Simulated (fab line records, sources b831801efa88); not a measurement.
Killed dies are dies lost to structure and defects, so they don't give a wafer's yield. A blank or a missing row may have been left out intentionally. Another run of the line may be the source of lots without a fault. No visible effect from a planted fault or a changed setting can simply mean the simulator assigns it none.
Chamber matching    flow sky130    4 sister chambers for SKY_LI_CONTACT_ETCH_14 on rieDiel-03
The step etches BARC in N2/H2, stops on SiO2, time 45.9 s, target depth 60 nm. 20 wafers are shown with their chamber, then 10 later ones without.

== WAFERS, EACH WITH ITS CHAMBER ==
wafer   chamber  drypumpMotorCurrentA (A)  h2FlowSccm (sccm)  throttleValvePct (%)
L589.2  2        5.6                       199.3              13.219
L589.3  1        6.0                       200.8              13.240
L589.6  1        6.1                       200.7              13.229
L591.1  3        5.9                       200.5              13.228
L591.2  2        5.6                       201.0              13.220
L591.4  0        6.0                       199.7              13.236
L592.2  0        6.0                       199.2              13.239
L592.3  1        6.0                       199.9              13.222
L592.5  0        6.0                       199.9              13.228
L594.1  3        5.9                       198.9              13.233
L594.3  0        6.0                       199.5              13.225
L594.5  2        5.6                       199.5              13.224
L595.1  1        6.0                       199.9              13.226
L595.2  3        5.9                       199.6              13.211
L595.3  0        6.0                       199.2              13.234
L596.1  0        6.0                       199.8              13.224
L596.4  1        6.0                       200.1              13.230
L596.6  3        5.9                       198.9              13.241
L603.2  2        5.6                       201.0              13.230
L603.5  0        6.0                       199.8              13.238

SIGNATURES, as means of the wafers listed above
reading               chamber 0  chamber 1  chamber 2  chamber 3  scatter within a chamber
drypumpMotorCurrentA  6.000      6.020      5.600      5.900      0.0224
h2FlowSccm            199.586    200.280    200.200    199.475    0.591
throttleValvePct      13.23200   13.22940   13.22325   13.22825   0.00779
Rule: for each reading, subtract the chamber's mean from the wafer's reading, divide by that reading's scatter and square the result; add these up over the readings and take the root, which gives the wafer's distance from the chamber. If the next closest chamber is less than 2 further off than the closest, the wafer can't be placed; otherwise it belongs to the closest. The scatter: take each reading less its chamber's mean, square it, sum over the shown wafers, divide by the number of wafers less the number of chambers, and take the root.

== WAFERS WITH NO CHAMBER GIVEN ==
wafer   drypumpMotorCurrentA (A)  h2FlowSccm (sccm)  throttleValvePct (%)
L603.6  5.8                       200.3              13.226
L606.1  6.0                       200.6              13.204
L606.2  5.7                       198.8              13.234
L606.6  6.0                       201.1              13.208
L609.3  6.1                       199.7              13.232
L609.5  5.9                       200.3              13.234
L609.6  6.0                       200.3              13.199
L611.2  6.1                       200.3              13.235
L611.3  5.9                       199.8              13.218
L611.4  5.6                       199.6              13.250

== THE CHAMBER EACH PASSED THROUGH ==
wafer   from the rows above      in truth
L603.6  3                        3
L606.1  can't be placed: 1 or 0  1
L606.2  2                        2
L606.6  can't be placed: 1 or 0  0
L609.3  can't be placed: 1 or 0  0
L609.5  3                        3
L609.6  can't be placed: 1 or 0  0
L611.2  can't be placed: 1 or 0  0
L611.3  3                        3
L611.4  2                        2
Correctly placed: 5 of 10. Cannot be placed on the basis of these rows: 5; the candidates contain the true chamber in 5. 0 placed wrongly.
